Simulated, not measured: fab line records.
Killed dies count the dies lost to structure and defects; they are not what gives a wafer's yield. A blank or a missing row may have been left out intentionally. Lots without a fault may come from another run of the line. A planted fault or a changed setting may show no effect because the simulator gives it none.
What tool caused it? || flow sky130 || Sampling: 13 lots, 39 wafers, 2 of 708 route steps

## WHAT EACH GAUGE READ, for each wafer
SKY_VT_ADJUST_HVTP_TW_MEAS_11.
{"lot": "L809", "measured": "day 5 23:49", "on": "film-metro-01", "VT_ADJUST_HVTP_TW": "1348 1357 1352"}
{"lot": "L810", "measured": "day 6 05:20", "on": "film-metro-02", "VT_ADJUST_HVTP_TW": "1332 1333 1325"}
{"lot": "L811", "measured": "day 6 12:56", "on": "film-metro-01", "VT_ADJUST_HVTP_TW": "1351 1353 1348"}
{"lot": "L812", "measured": "day 6 17:36", "on": "film-metro-03", "VT_ADJUST_HVTP_TW": "1353 1349 1353"}
{"lot": "L813", "measured": "day 7 01:23", "on": "film-metro-01", "VT_ADJUST_HVTP_TW": "1349 1335 1337"}
{"lot": "L817", "measured": "day 8 04:23", "on": "film-metro-01", "VT_ADJUST_HVTP_TW": "1395 1394 1396 1399 1387 1396"}
{"lot": "L819", "measured": "day 9 07:30", "on": "film-metro-01", "VT_ADJUST_HVTP_TW": "1398 1390 1396 1395 1394 1396"}
{"lot": "L821", "measured": "day 9 09:59", "on": "film-metro-03", "VT_ADJUST_HVTP_TW": "1342 1340 1341"}
{"lot": "L826", "measured": "day 10 14:41", "on": "film-metro-03", "VT_ADJUST_HVTP_TW": "1348 1347 1344"}
{"lot": "L828", "measured": "day 10 23:19", "on": "film-metro-02", "VT_ADJUST_HVTP_TW": "1338 1334 1337"}
{"lot": "L830", "measured": "day 11 19:17", "on": "film-metro-01", "VT_ADJUST_HVTP_TW": "1350 1344 1350"}
{"lot": "L831", "measured": "day 11 22:23", "on": "film-metro-02", "VT_ADJUST_HVTP_TW": "1343 1342 1348"}
{"lot": "L832", "measured": "day 12 01:17", "on": "film-metro-01", "VT_ADJUST_HVTP_TW": "1343 1346 1344"}

## WHAT TOOL EACH LOT RAN ON (gives the tool, then ch and the chambers of the sampled wafers, and finally the start)
{"lot": "L809", "SKY_VT_ADJUST_HVTP_IMPLANT_09": "implanter-01 ch 0, day 5 23:37"}
{"lot": "L810", "SKY_VT_ADJUST_HVTP_IMPLANT_09": "implanter-04 ch 0, day 6 05:07"}
{"lot": "L811", "SKY_VT_ADJUST_HVTP_IMPLANT_09": "implanter-03 ch 0, day 6 12:43"}
{"lot": "L812", "SKY_VT_ADJUST_HVTP_IMPLANT_09": "implanter-04 ch 0, day 6 17:23"}
{"lot": "L813", "SKY_VT_ADJUST_HVTP_IMPLANT_09": "implanter-04 ch 0, day 7 01:08"}
{"lot": "L817", "SKY_VT_ADJUST_HVTP_IMPLANT_09": "implanter-04 ch 0, day 8 04:10"}
{"lot": "L819", "SKY_VT_ADJUST_HVTP_IMPLANT_09": "implanter-04 ch 0, day 9 07:17"}
{"lot": "L821", "SKY_VT_ADJUST_HVTP_IMPLANT_09": "implanter-03 ch 0, day 9 09:44"}
{"lot": "L826", "SKY_VT_ADJUST_HVTP_IMPLANT_09": "implanter-01 ch 0, day 10 14:26"}
{"lot": "L828", "SKY_VT_ADJUST_HVTP_IMPLANT_09": "implanter-03 ch 0, day 10 23:05"}
{"lot": "L830", "SKY_VT_ADJUST_HVTP_IMPLANT_09": "implanter-04 ch 0, day 11 19:02"}
{"lot": "L831", "SKY_VT_ADJUST_HVTP_IMPLANT_09": "implanter-04 ch 0, day 11 22:10"}
{"lot": "L832", "SKY_VT_ADJUST_HVTP_IMPLANT_09": "implanter-01 ch 0, day 12 01:02"}
- SKY_VT_ADJUST_HVTP_IMPLANT_09

## WHAT THE TOOLS THEMSELVES READ (means of the sampled wafers that have a number; where no wafer has one, the mark that the record gives instead)
SKY_VT_ADJUST_HVTP_IMPLANT_09.
{"lot": "L809", "tool": "implanter-01", "dose-ions-cm2": 4.304e+12, "faraday-current-uA": 24.3}
{"lot": "L810", "tool": "implanter-04", "dose-ions-cm2": 4.300e+12, "faraday-current-uA": 24.0}
{"lot": "L811", "tool": "implanter-03", "dose-ions-cm2": 4.301e+12, "faraday-current-uA": 24.0}
{"lot": "L812", "tool": "implanter-04", "dose-ions-cm2": 4.298e+12, "faraday-current-uA": 24.6}
{"lot": "L813", "tool": "implanter-04", "dose-ions-cm2": 4.294e+12, "faraday-current-uA": 24.2}
{"lot": "L817", "tool": "implanter-04", "dose-ions-cm2": 4.772e+12, "faraday-current-uA": 26.6}
{"lot": "L819", "tool": "implanter-04", "dose-ions-cm2": 4.779e+12, "faraday-current-uA": 27.0}
{"lot": "L821", "tool": "implanter-03", "dose-ions-cm2": 4.302e+12, "faraday-current-uA": 23.9}
{"lot": "L826", "tool": "implanter-01", "dose-ions-cm2": 4.301e+12, "faraday-current-uA": 24.0}
{"lot": "L828", "tool": "implanter-03", "dose-ions-cm2": 4.300e+12, "faraday-current-uA": 24.1}
{"lot": "L830", "tool": "implanter-04", "dose-ions-cm2": 4.299e+12, "faraday-current-uA": 24.3}
{"lot": "L831", "tool": "implanter-04", "dose-ions-cm2": 4.296e+12, "faraday-current-uA": 24.3}
{"lot": "L832", "tool": "implanter-01", "dose-ions-cm2": 4.298e+12, "faraday-current-uA": 24.2}

## THE ANSWER, worked out from the rows above alone
Rule: usual is defined by the lots themselves. The widest of any qualifying gaps counts: lots, ordered by their means at a reading, are off when they make up no more than a third of the lots, leave a main group of 4 or more, and stand apart from it by 3 or more times the standard deviation of that group's means. The tables above print the reading to a certain number of digits; a main group whose means all agree to those digits is not used. Also off: a lot with no number at a reading for which 4 or more lots have one. The other lots that the step has rows for count as sound. The gauges are gone through in route order, then the tools' own readings, and for those a lot's mean is taken as printed above. The first step at which some lot is off is used, and at that step the reading that is off furthest; a lot without a number counts as furthest.
Off: at SKY_VT_ADJUST_HVTP_TW_MEAS_11 (VT_ADJUST_HVTP_TW), L817, L819. The main group has a mean of 1344 with a standard deviation of 6.5.
If a tool, at a process step before that reading, ran all the lots that are off and no sound lot after the first of them, it fits. Not tried: the gauges at SKY_VT_ADJUST_HVTP_TW_MEAS_11; whatever is off there is also off at SKY_VT_ADJUST_HVTP_IMPLANT_09, on other tools, and gauge error can't account for it. None of those tried fits.

## WHAT THE SIMULATOR HAD INSERTED
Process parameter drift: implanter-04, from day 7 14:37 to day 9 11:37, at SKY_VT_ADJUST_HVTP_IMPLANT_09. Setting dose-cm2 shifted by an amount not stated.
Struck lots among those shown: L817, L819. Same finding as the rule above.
